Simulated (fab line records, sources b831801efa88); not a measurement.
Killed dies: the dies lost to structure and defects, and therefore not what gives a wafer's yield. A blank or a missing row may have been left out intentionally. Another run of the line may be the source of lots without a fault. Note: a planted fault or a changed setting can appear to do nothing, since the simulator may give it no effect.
fab line records	flow sky130
record lots=12	wafers=36	last-day=50
route steps=708 shown VT_ADJUST_PCH@152 LDD_N@248 LI_CONTACT@374
lots with no fault: from the same line, run without faults
start-h: the number of hours between the record's first day and the start of the first shown wafer of the lot	wait-h: time in hours since the lot's previous step	" same as the row above	L1.1+2: a single row standing in for several wafers	- value missing, or start not given	* or withheld: withheld	< > ~ a bound
route shown NAME@n: NAME is a module with steps in the file, n the number in the route of the first one	usual: mean/standard deviation taken from wafers without a fault	same: alike in all rows	chamber/n: place in a boat	sites: each site's reading	_std_site: how widely they spread, as a standard deviation	_edge_site: the outer-site mean with the inner-site mean subtracted	radius-mm: how far each site lies from the wafer's centre	mask NAME#n: copy n	behind: the most recent tool/chamber to have shaped the wafer	hold: why the lot was held/for how many hours/how that ended	device: whichever transistor did not switch (one of n, p or np)	end of line: at the end of the route, the tests of the same wafers	for a step that has no rows: nothing shown but its recipe	killed: dies lost to structure and defects at the first sort, not the wafer's yield	map: a wafer's dies, x killed, . not, _ none there
set.NAME: setting as actually run; set.NAME@STEP: the setting as run at that earlier step	model.NAME: the simulator's own value behind a step, which no gauge read
route steps across a sampled set of lots; one table per step, one row per wafer
services: when a tool's chamber went out of use (start-h, in hours from the record's first day, below 0 if earlier), for how many hours, and the reason
## steps
# step SKY_VT_ADJUST_PCH_STRIP_09
# recipe chemistry=O2/N2	power-w=1400	pressure-mtorr=1500	platen-temp-c=withheld	o2-flow-sccm=3000	n2-flow-sccm=300	overash-fraction=0.5
# usual drypump-motor-current-A=5.5/0.48	oes-product-au=0.722/0.005	strip-time-to-endpoint-s=36.91/0.11
lot.wafer	tool	chamber	start-h	wait-h	drypump-motor-current-A	oes-product-au	rf-hours-counter-h	strip-time-to-endpoint-s
L677.2	plasma-asher-01	0	236.14	0.1	5.7	0.720	12	36.90
L677.4	"	0	"	"	5.7	0.719	-	36.98
L677.6	"	1	"	"	5.6	0.719	-	36.92
L680.1	plasma-asher-04	1	257.44	0.1	4.8	0.727	44	36.92
L680.5	"	1	"	"	4.8	0.717	-	37.11
L680.6	"	0	"	"	6.2	0.723	-	37.01
L682.1	plasma-asher-01	1	274.04	0.1	5.6	0.726	16	36.99
L682.4	"	1	"	"	5.6	0.727	-	37.02
L682.5	"	1	"	"	5.6	0.718	-	37.00
L685.1	plasma-asher-01	1	299.29	0.1	5.6	0.726	18	36.85
L685.5	"	0	"	"	5.7	0.733	-	36.91
L685.6	"	1	"	"	5.6	0.724	-	36.87
L686.3	plasma-asher-04	1	303.92	0.1	4.8	0.722	-	36.74
L686.4	"	0	"	"	6.2	0.729	-	36.75
L686.5	"	1	"	"	4.8	0.719	-	36.84
L687.2	plasma-asher-01	0	311.29	0.1	5.7	0.722	20	36.86
L687.3	"	1	"	"	5.6	0.718	-	36.92
L687.5	"	1	"	"	5.6	0.722	-	36.91
L690.3	plasma-asher-03	0	333.73	0.1	4.9	0.716	-	36.95
L690.4	"	1	"	"	5.7	0.717	-	37.06
L690.5	"	0	"	"	4.9	0.718	-	36.97
L691.3	plasma-asher-04	1	345.53	0.1	4.8	0.730	-	36.93
L691.5	"	0	"	"	6.2	0.725	-	37.04
L691.6	"	1	"	"	4.8	0.733	-	36.98
L692.1	plasma-asher-04	0	350.15	0.1	6.3	0.726	53	36.76
L692.2	"	1	"	"	4.8	0.732	53	36.67
L692.6	"	1	"	"	4.8	0.723	-	36.77
L694.1	plasma-asher-01	1	370.00	0.1	5.6	0.718	26	36.89
L694.4	"	0	"	"	5.7	0.716	-	36.90
L694.5	"	0	"	"	5.7	0.722	-	36.90
L698.1	plasma-asher-03	0	405.49	0.1	4.9	0.726	71	36.88
L698.4	"	1	"	"	5.7	0.725	-	36.82
L698.6	"	1	"	"	5.7	0.731	-	36.86
L699.1	plasma-asher-01	1	417.35	0.1	5.6	0.719	30	36.92
L699.4	"	0	"	"	5.7	0.730	-	36.87
L699.6	"	1	"	"	5.6	0.721	-	36.68
# step SKY_LDD_N_IMPLANT_11
# recipe species=As	energy-kev=20	dose-cm2=7.5e+13	tilt-deg=withheld	rotation-deg=293
# usual beam-on-s=9.99/0.21	rotation-deg=293.00/0.047
# same implant-ion-amu=75
lot.wafer	tool	chamber	start-h	wait-h	beam-on-s	rotation-deg
L677.2	implanter-04	0	415.92	0.1	10.33	292.95
L677.4	"	0	"	"	9.75	292.96
L677.6	"	0	"	"	9.74	292.99
L680.1	implanter-01	0	445.40	0.1	9.72	292.94
L680.5	"	0	"	"	10.04	293.00
L680.6	"	0	"	"	10.05	293.03
L682.1	implanter-03	0	465.74	0.1	10.04	293.01
L682.4	"	0	"	"	9.88	292.95
L682.5	"	0	"	"	9.81	292.94
L685.1	implanter-03	0	491.42	0.1	9.89	292.98
L685.5	"	0	"	"	10.12	292.96
L685.6	"	0	"	"	9.87	293.04
L686.3	implanter-04	0	500.52	0.1	10.25	293.06
L686.4	"	0	"	"	10.19	293.03
L686.5	"	0	"	"	10.37	293.02
L687.2	implanter-03	0	503.91	0.1	9.94	293.02
L687.3	"	0	"	"	9.56	293.00
L687.5	"	0	"	"	10.25	292.92
L690.3	implanter-01	0	531.77	0.1	10.20	293.05
L690.4	"	0	"	"	10.31	293.00
L690.5	"	0	"	"	9.69	293.02
L691.3	implanter-04	0	544.85	0.1	10.00	293.00
L691.5	"	0	"	"	10.09	293.08
L691.6	"	0	"	"	10.14	293.12
L692.1	implanter-04	0	546.30	0.1	9.76	292.94
L692.2	"	0	"	"	10.00	293.00
L692.6	"	0	"	"	10.02	293.09
L694.1	implanter-01	0	568.85	0.1	9.75	292.98
L694.4	"	0	"	"	9.66	293.06
L694.5	"	0	"	"	10.22	292.96
L698.1	implanter-03	0	605.07	0.1	9.95	292.93
L698.4	"	0	"	"	9.88	292.97
L698.6	"	0	"	"	9.69	293.00
L699.1	implanter-03	0	614.47	0.1	9.67	292.89
L699.4	"	0	"	"	9.87	292.95
L699.6	"	0	"	"	9.68	293.00
# step SKY_LDD_N_STRIP_16
# recipe chemistry=O2/N2	power-w=1400	pressure-mtorr=1500	platen-temp-c=withheld	o2-flow-sccm=3000	n2-flow-sccm=300	overash-fraction=0.5
# usual drypump-motor-current-A=5.4/0.49	oes-product-au=0.407/0.0044	strip-time-to-endpoint-s=4.317/0.016
lot.wafer	tool	chamber	start-h	wait-h	drypump-motor-current-A	oes-product-au	rf-hours-counter-h	strip-time-to-endpoint-s
L677.2	plasma-asher-03	0	416.64	0.1	4.9	0.406	72	4.316
L677.4	"	0	"	"	4.9	0.404	-	4.315
L677.6	"	1	"	"	5.7	0.401	-	4.291
L680.1	plasma-asher-02	1	446.15	0.1	5.0	0.413	76	4.326
L680.5	"	1	"	"	5.0	0.409	-	4.321
L680.6	"	0	"	"	5.9	0.411	-	4.326
L682.1	plasma-asher-02	0	466.49	0.1	5.9	0.407	78	4.332
L682.4	"	0	"	"	5.9	0.403	-	4.319
L682.5	"	1	"	"	5.0	0.410	-	4.338
L685.1	plasma-asher-03	1	492.17	0.1	5.7	0.398	6	4.284
L685.5	"	1	"	"	5.7	0.403	-	4.282
L685.6	"	0	"	"	4.9	0.399	-	4.303
L686.3	plasma-asher-04	0	501.25	0.1	6.2	0.403	-	4.305
L686.4	"	1	"	"	4.8	0.401	-	4.311
L686.5	"	0	"	"	6.2	0.399	-	4.296
L687.2	plasma-asher-03	1	504.64	0.1	5.7	0.406	7	4.358
L687.3	"	1	"	"	5.7	0.407	-	4.318
L687.5	"	1	"	"	5.6	0.403	-	4.339
L690.3	plasma-asher-03	0	532.50	0.1	4.9	0.407	-	4.342
L690.4	"	1	"	"	5.7	0.412	-	4.299
L690.5	"	0	"	"	4.9	0.403	-	4.304
L691.3	plasma-asher-03	1	545.58	0.1	5.7	0.409	-	4.312
L691.5	"	1	"	"	5.7	0.405	-	4.313
L691.6	"	0	"	"	4.9	0.403	-	4.326
L692.1	plasma-asher-02	1	547.05	0.1	5.0	0.402	86	4.260
L692.2	"	0	"	"	5.9	0.402	86	4.294
L692.6	"	0	"	"	5.9	0.398	-	4.263
L694.1	plasma-asher-02	1	569.60	0.1	5.0	0.410	88	4.279
L694.4	"	0	"	"	5.9	0.409	-	4.300
L694.5	"	0	"	"	5.9	0.412	-	4.288
L698.1	plasma-asher-03	0	605.82	0.1	4.9	0.405	18	4.327
L698.4	"	1	"	"	5.7	0.405	-	4.332
L698.6	"	1	"	"	5.7	0.407	-	4.332
L699.1	plasma-asher-03	1	615.22	0.1	5.7	0.412	19	4.317
L699.4	"	1	"	"	5.7	0.410	-	4.329
L699.6	"	0	"	"	4.9	0.412	-	4.320
# step SKY_LI_CONTACT_CD_MEAS_12
# recipe target-cd-nm=170
# usual cd-nm=169.5/1.3
lot.wafer	tool	chamber	start-h	wait-h	cd-nm
L677.2	cd-sem-02	-	693.62	-	169.1
L677.4	"	-	"	"	168.4
L677.6	"	-	"	"	169.2
L680.1	cd-sem-02	-	719.15	-	169.3
L680.5	"	-	"	"	168.9
L680.6	"	-	"	"	168.8
L682.1	cd-sem-02	-	733.68	-	171.1
L682.4	"	-	"	"	171.8
L682.5	"	-	"	"	171.2
L685.1	cd-sem-02	-	758.48	-	170.0
L685.5	"	-	"	"	168.2
L685.6	"	-	"	"	169.3
L686.3	cd-sem-01	-	767.39	-	168.5
L686.4	"	-	"	"	168.3
L686.5	"	-	"	"	169.5
L687.2	cd-sem-02	-	768.78	-	167.9
L687.3	"	-	"	"	167.0
L687.5	"	-	"	"	167.3
L690.3	cd-sem-02	-	794.89	-	170.9
L690.4	"	-	"	"	169.7
L690.5	"	-	"	"	171.1
L691.3	cd-sem-02	-	805.89	-	170.2
L691.5	"	-	"	"	168.2
L691.6	"	-	"	"	168.7
L692.1	cd-sem-02	-	808.03	-	169.1
L692.2	"	-	"	"	168.3
L692.6	"	-	"	"	168.0
L694.1	cd-sem-01	-	826.15	-	168.8
L694.4	"	-	"	"	169.3
L694.5	"	-	"	"	170.4
L698.1	cd-sem-01	-	857.03	-	169.7
L698.4	"	-	"	"	169.2
L698.6	"	-	"	"	169.6
L699.1	cd-sem-02	-	869.56	-	169.1
L699.4	"	-	"	"	169.7
L699.6	"	-	"	"	169.5
# step SKY_LI_CONTACT_OVL_MEAS_13
# usual LI_CONTACT_OVL=-1/5.1
lot.wafer	tool	chamber	start-h	wait-h	LI_CONTACT_OVL[nm]
L677.2	overlay-02	-	693.73	0.1	6
L677.4	"	-	"	"	10
L677.6	"	-	"	"	8
L680.1	overlay-02	-	719.27	0.1	-4
L680.5	"	-	"	"	-3
L680.6	"	-	"	"	-9
L682.1	overlay-02	-	733.80	0.1	3
L682.4	"	-	"	"	-3
L682.5	"	-	"	"	3
L685.1	overlay-02	-	758.60	0.1	6
L685.5	"	-	"	"	5
L685.6	"	-	"	"	2
L686.3	overlay-02	-	767.49	0.1	2
L686.4	"	-	"	"	9
L686.5	"	-	"	"	3
L687.2	overlay-01	-	768.88	0.1	1
L687.3	"	-	"	"	-10
L687.5	"	-	"	"	-3
L690.3	overlay-01	-	794.99	0.1	0
L690.4	"	-	"	"	2
L690.5	"	-	"	"	4
L691.3	overlay-02	-	805.99	0.1	9
L691.5	"	-	"	"	10
L691.6	"	-	"	"	8
L692.1	overlay-02	-	808.15	0.1	-3
L692.2	"	-	"	"	4
L692.6	"	-	"	"	9
L694.1	overlay-02	-	826.27	0.1	1
L694.4	"	-	"	"	1
L694.5	"	-	"	"	-3
L698.1	overlay-02	-	857.15	0.1	-8
L698.4	"	-	"	"	2
L698.6	"	-	"	"	-10
L699.1	overlay-01	-	869.68	0.1	-5
L699.4	"	-	"	"	-6
L699.6	"	-	"	"	-7
## services
tool	chamber	start-h	hours	kind
plasma-asher-03	-	217.29	0.4	repair
plasma-asher-03	-	221.42	2.7	pm
plasma-asher-04	-	229.96	6.4	pm
implanter-03	-	232.62	1.0	repair
plasma-asher-01	-	237.25	0.3	repair
plasma-asher-04	-	242.20	0.6	repair
implanter-03	-	243.02	2.5	repair
implanter-03	-	255.34	0.6	repair
plasma-asher-03	-	257.56	10.5	pm
plasma-asher-04	-	276.21	4.3	pm
plasma-asher-01	-	292.43	1.3	repair
implanter-03	-	307.63	4.4	pm
implanter-04	-	333.45	3.8	repair
implanter-04	-	337.28	3.2	pm
plasma-asher-03	-	358.85	5.9	repair
implanter-03	-	413.90	2.6	repair
plasma-asher-04	-	414.44	2.8	pm
plasma-asher-01	-	418.91	2.3	repair
plasma-asher-03	-	421.25	9.0	pm
plasma-asher-04	-	441.30	0.4	repair
implanter-04	-	459.45	5.1	repair
plasma-asher-02	-	460.69	2.4	repair
implanter-03	-	528.62	19.5	pm
plasma-asher-03	-	552.33	1.2	repair
## key
first-sign step=SKY_LDD_N_STRIP_16	reading=strip-time-to-endpoint-s	direction=down	sigmas=2.8	usual=*	struck=*
effect none on later readings
met-at SKY_LDD_N_IMPLANT_11
struck-lots L692
tester-left-out L692
not-acting-at SKY_VT_ADJUST_PCH_STRIP_09,SKY_LI_CONTACT_CD_MEAS_12,SKY_LI_CONTACT_OVL_MEAS_13
onset-between 544.85 546.30
fault kind=process-parameter-drift	tool=implanter-04	chamber=-	onset-h=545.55	steps=SKY_LDD_N_IMPLANT_11	channel=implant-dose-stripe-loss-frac	offset=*	shape=step	end-h=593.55
# tester-left-out: of these lots the tester's yield and bins aren't shown, on N5 and GAA mostly nor the transistor test; their killed dies are dies lost to structure and defects alone, not to doping, threshold or leakage, so they don't give the yield
